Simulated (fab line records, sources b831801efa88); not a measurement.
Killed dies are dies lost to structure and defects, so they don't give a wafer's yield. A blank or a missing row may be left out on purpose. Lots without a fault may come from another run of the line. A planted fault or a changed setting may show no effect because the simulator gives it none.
A struck lot beside a sound one | flow gf180mcu | 15 steps out of a route of 602
Sound: wafers L739.2, L739.4, L739.5. Struck: wafers L749.3, L749.5, L749.6. The cause comes at the end.
At each step with rows: each side's tool, then ch and its chambers, then its first start. Under that, the readings that differ: sound wafers | struck wafers | difference of the means | sigmas: that difference in standard deviations of wafers without a fault.
alike: readings whose means differ by less than 2 such deviations, and words and numbers that are the same on both sides. not compared: withheld readings, readings that some wafer has no value for, bounds like >300 that may hide the same value, and numbers for which the record gives no deviation and whose values overlap.
The two part at a step that has a row with sigmas, a row that says differs or no value, or rows on one side only. Numbers that don't overlap but have no deviation are shown without sigmas and don't part them. A reading that every wafer of one side lacks parts them only if that side has two wafers or more.

first, 6 steps without rows for these wafers: GF_M1_HMDS_08 (prime time 60 s); GF_M1_COAT_09 (resist thk 1000 nm); GF_M1_SOFTBAKE_10 (time 60 s); GF_M1_EXPOSE_11 (exposes mask Metal1, target cd 230 nm); GF_M1_PEB_12 (peb time 90 s); GF_M1_DEVELOP_13 (develop time 60 s).
GF_M1_CD_MEAS_14: target cd 230 nm.
  sound on cd_sem-02, day 19 18:34; struck on cd_sem-01, day 22 13:59
  alike: cd_nm
GF_M1_OVL_MEAS_15:
  sound on overlay-01, day 19 18:41; struck on overlay-01, day 22 14:04
  alike: M1_OVL
GF_M1_METAL_ETCH_16: etches the open film in Cl2/BCl3, stops on SiO2, target depth 627.5 nm, time 104.6 s.
  sound on rie_metal-03 ch 0,1, day 19 18:43; struck on rie_metal-03 ch 0, day 22 14:10
  alike: drypump_motor_current_A, oes_product_au, rf_fwd_power_W, throttle_valve_pct
  not compared: rf_hours_counter_h
GF_M1_STRIP_17: strips in O2/N2.
  sound on plasma_asher-04 ch 0,1, day 19 18:49; struck on plasma_asher-01 ch 0,1, day 22 14:21
  reading                      | sound          | struck         | difference | sigmas
  strip_time_to_endpoint_s (s) | 7.60 7.59 7.62 | 7.70 7.68 7.73 | +0.10      | +3
  alike: drypump_motor_current_A, heater_power_w, oes_product_au
  not compared: rf_hours_counter_h
then, 2 steps without rows for these wafers: GF_M1_STRIP_18 (strips in post etch residue remover, time 1200 s); GF_M1_CLEAN_19 (cleans in DIW).
GF_V1_CVD_00: deposits SiO2, target thk 600 nm, time 100 s.
  sound on hdpcvd-01 ch 0,1,2, day 19 19:22; struck on hdpcvd-01 ch 0,2, day 22 14:53
  reading                             | sound             | struck            | difference | sigmas
  sih4_flow_sccm (sccm)               | 60.27 60.40 59.97 | 30.10 29.93 29.84 | -30.26     | -99 or more
  model.SiO2_of_V1_CVD_00.thk_nm (nm) | 606.6 600.5 609.5 | 295.5 299.6 308.1 | -304.5     |
  alike: pressure_mtorr
GF_V1_THK_MEAS_01:
  sound on film_metro-03, day 19 19:26; struck on film_metro-02, day 22 15:12
  reading            | sound       | struck      | difference | sigmas
  V1_CVD_00_THK (nm) | 607 601 609 | 295 300 308 | -305       | -53
  not compared: hold
GF_PASSIVATION_PROBE_99:
  the record has rows for the sound wafers here (prober-01, day 31 06:35) and none for the struck ones

WHERE THEY PART
First at GF_M1_STRIP_17; last, within this record, at GF_PASSIVATION_PROBE_99.

WHY: what the simulator had put in
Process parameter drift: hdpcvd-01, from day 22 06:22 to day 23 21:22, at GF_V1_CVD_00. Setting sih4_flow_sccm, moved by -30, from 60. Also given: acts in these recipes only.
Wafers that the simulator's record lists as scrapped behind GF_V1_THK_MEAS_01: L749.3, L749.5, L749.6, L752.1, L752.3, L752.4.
